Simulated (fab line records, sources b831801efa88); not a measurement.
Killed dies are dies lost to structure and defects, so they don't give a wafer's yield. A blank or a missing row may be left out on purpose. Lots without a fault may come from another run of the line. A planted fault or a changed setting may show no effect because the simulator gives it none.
A struck lot beside a sound one | flow sky130 | 17 steps out of a route of 708
Sound: wafers L256.1, L256.5, L256.6. Struck: wafers L269.1, L269.4. (L269.6 of the same lot was not struck and is left out.) The cause comes at the end.
At each step with rows: each side's tool, then ch and its chambers, then its first start. Under that, the readings that differ: sound wafers | struck wafers | difference of the means | sigmas: that difference in standard deviations of wafers without a fault.
alike: readings whose means differ by less than 2 such deviations, and words and numbers that are the same on both sides. not compared: withheld readings, readings that some wafer has no value for, bounds like >300 that may hide the same value, and numbers for which the record gives no deviation and whose values overlap.
The two part at a step that has a row with sigmas, a row that says differs or no value, or rows on one side only. Numbers that don't overlap but have no deviation are shown without sigmas and don't part them. A reading that every wafer of one side lacks parts them only if that side has two wafers or more.

SKY_METAL5_SPUTTER_01: material TiN, target thk 20 nm, time 16.7 s.
  sound on pvd_sputter-02, day 43 09:47; struck on pvd_sputter-04, day 47 01:37
  alike: throttle_valve_pct
SKY_METAL5_SPUTTER_02: material AlCu, target thk 1150 nm, time 61.2 s.
  sound on pvd_sputter-02, day 43 09:48; struck on pvd_sputter-04, day 47 01:39
  alike: throttle_valve_pct
SKY_METAL5_SPUTTER_03: material Ti, target thk 5 nm, time 3.3 s.
  sound on pvd_sputter-02, day 43 09:51; struck on pvd_sputter-04, day 47 01:42
  alike: throttle_valve_pct
SKY_METAL5_SPUTTER_04: material TiN, target thk 70 nm, time 58.3 s.
  sound on pvd_sputter-02, day 43 09:52; struck on pvd_sputter-04, day 47 01:43
  alike: throttle_valve_pct
SKY_METAL5_RS_MEAS_05: measures by four-point-probe.
  sound on film_metro-01, day 43 09:55; struck on film_metro-03, day 47 01:46
  alike: METAL5_ALCU_RS
SKY_METAL5_THK_MEAS_06: measures by xrf.
  sound on film_metro-01, day 43 10:02; struck on film_metro-03, day 47 01:53
  alike: METAL5_ALCU_THK
then, 6 steps without rows for these wafers: SKY_METAL5_DEHYDRATE_07 (time 60 s); SKY_METAL5_HMDS_08 (prime time 60 s); SKY_METAL5_COAT_09 (resist thk 1800 nm); SKY_METAL5_SOFTBAKE_10 (time 60 s); SKY_METAL5_EXPOSE_11 (exposes mask MM5, target cd 1600 nm); SKY_METAL5_PEB_12.
SKY_METAL5_DEVELOP_13: develop time 60 s.
  sound on litho_track-02 ch 0, day 44 08:31; struck on litho_track-04 ch 0, day 47 21:34
SKY_METAL5_DESCUM_14: chemistry O2, time 11 s.
  sound on rie_metal-04 ch 0,1, day 44 08:40; struck on rie_metal-02 ch 0,1, day 47 21:43
  reading                 | sound          | struck    | difference | sigmas
  model.METAL5.cd_nm (nm) | 1602 1600 1603 | 1659 1659 | +57        |
  alike: drypump_motor_current_A, he_backside_leak_sccm, oes_product_au
  not compared: rf_hours_counter_h
SKY_METAL5_METAL_ETCH_15: etches the open film in Cl2/BCl3, stops on SiO2, target depth 1260 nm, time 252 s.
  sound on rie_metal-04 ch 0,1, day 44 08:42; struck on rie_metal-02 ch 0,1, day 47 21:45
  reading                 | sound          | struck    | difference | sigmas
  model.METAL5.cd_nm (nm) | 1595 1601 1596 | 1657 1651 | +57        |
  alike: bcl3_flow_sccm, drypump_motor_current_A, he_backside_leak_sccm, oes_product_au, throttle_valve_pct
  not compared: rf_hours_counter_h
SKY_METAL5_STRIP_16: strips in O2/N2.
  sound on plasma_asher-01 ch 0,1, day 44 08:56; struck on plasma_asher-01 ch 1, day 47 21:59
  alike: drypump_motor_current_A, n2_flow_sccm, oes_product_au, strip_time_to_endpoint_s
  not compared: rf_hours_counter_h
SKY_PAD_OPEN_PROBE_99:
  sound on prober-02, day 46 06:44; struck on prober-01, day 49 14:26
  reading                        | sound          | struck    | difference | sigmas
  model.etest.met5.width_nm (nm) | 1594 1602 1596 | 1656 1651 | +56        |
  alike: defect_limited_yield, killed_at_M0_to_M3, killed_at_M4_up, killed_at_contacts, killed_at_front_end, killed_at_other, killed_dies, killed_open, killed_short, sort_bin_3_pad_short, sort_bin_5_function, sort_bin_6_memory, sort_n_pass, sort_yield_pct
  not compared: model.etest.met5.line_ohm_um

WHERE THEY PART
Nowhere in this record.

WHY: what the simulator had put in
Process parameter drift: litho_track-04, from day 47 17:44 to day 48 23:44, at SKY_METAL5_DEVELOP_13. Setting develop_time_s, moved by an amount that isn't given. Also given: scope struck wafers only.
